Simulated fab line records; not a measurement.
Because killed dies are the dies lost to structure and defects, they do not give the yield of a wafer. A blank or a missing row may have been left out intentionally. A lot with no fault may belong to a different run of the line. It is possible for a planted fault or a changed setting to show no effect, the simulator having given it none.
Struck lot and sound lot, side by side :: flow sfq line :: 14 steps out of a route of 325
Sound: these wafers, L259.2, L259.5, L259.6. Struck: wafer L255.4 (left out: L255.6, a lot-mate that was not struck); the cause follows at the end.
At each step with rows: each side's tool, then ch and its chambers, then its first start. Under that, the readings that differ: sound wafers :: struck wafers :: difference of the means :: sigmas: that difference in standard deviations of wafers without a fault.
alike: a reading whose means differ by less than 2 such deviations, as well as words and numbers matching on both sides. not compared: withheld readings; readings where some wafer has no value; bounds like >300 that might hide an equal value; numbers whose values overlap and for which the record gives no deviation.
The two part at a step that has a row with sigmas, a row that says differs or no value, or rows on one side only. When numbers do not overlap yet have no deviation, they are printed without sigmas and do not part them. Lack of a reading on every wafer of one side parts them only where that side has two or more wafers.

first, 2 steps without rows for these wafers: SFQ_TRILAYER_I0_VIA_STRIP_SOLV_CLEAN_036 (cleans in NMP, time 600 s); SFQ_TRILAYER_M1_DEP_PRE_CLEAN_038 (time 22.5 s).
SFQ_TRILAYER_M1_DEP_SPUTTER_037: material Nb, target thk 200 nm, time 133.3 s.
  sound on pvd sputter-05 at day 18 18:04; struck on pvd sputter-06 at day 18 09:40
  alike: throttle valve pct
SFQ_M1_RS_MEAS_909: the measuring method here is four-point-probe.
  sound on film metro-04 at day 18 18:10; struck on film metro-03 at day 18 09:49
  alike: M1_NB_RS
then, 6 steps without rows for these wafers: SFQ_TRILAYER_M1_LITHO_COAT_044 (resist thk 62 nm); SFQ_TRILAYER_M1_LITHO_COAT_039 (resist thk 600 nm); SFQ_TRILAYER_M1_LITHO_SOFTBAKE_043; SFQ_TRILAYER_M1_LITHO_EXPOSE_040 (exposes mask M1, target cd 500 nm); SFQ_TRILAYER_M1_LITHO_PEB_042 (peb time 60 s); SFQ_TRILAYER_M1_LITHO_DEVELOP_041 (time 60 s).
SFQ_M1_OVL_MEAS_911:
  sound on overlay-01 at day 18 23:25; struck on overlay-01 at day 18 12:49
  alike: M1_OVL
SFQ_TRILAYER_M1_BARC_OPEN_METAL_ETCH_054: etches BARC in O2, target depth 125 nm, time 41.7 s.
  sound on rie metal-02 ch 0,1, day 18 23:26; struck on rie metal-01 ch 0, day 18 12:51
reading: model.KrF_of_TRILAYER_M1_LITHO_COAT_039.thk nm (nm)
sound: 523.4 523.4 523.3
struck: 548.9
difference: +25.5
sigmas: 
  alike: drypump motor current A, oes product au
  not compared: rf hours counter h
SFQ_TRILAYER_M1_ETCH_METAL_ETCH_042: etches Nb in Cl2/Ar, stops on SiO2, target depth 240 nm, time 120 s.
  sound on rie metal-02 ch 0,1, day 18 23:30; struck on rie metal-01 ch 0, day 18 12:56
reading: model.KrF_of_TRILAYER_M1_LITHO_COAT_039.thk nm (nm)
sound: 380.8 381.8 380.7
struck: 408.8
difference: +27.7
sigmas: 
  alike: drypump motor current A, oes product au
  not compared: rf hours counter h
SFQ_TRILAYER_M1_STRIP_STRIP_043: strips in O2.
  sound on rie metal-02 ch 0,1, day 18 23:37; struck on rie metal-01 ch 0, day 18 13:13
  alike: drypump motor current A, oes product au
  not compared: rf hours counter h

## WHERE THEY PART
Nowhere in this record.

WHY: what the simulator had put in
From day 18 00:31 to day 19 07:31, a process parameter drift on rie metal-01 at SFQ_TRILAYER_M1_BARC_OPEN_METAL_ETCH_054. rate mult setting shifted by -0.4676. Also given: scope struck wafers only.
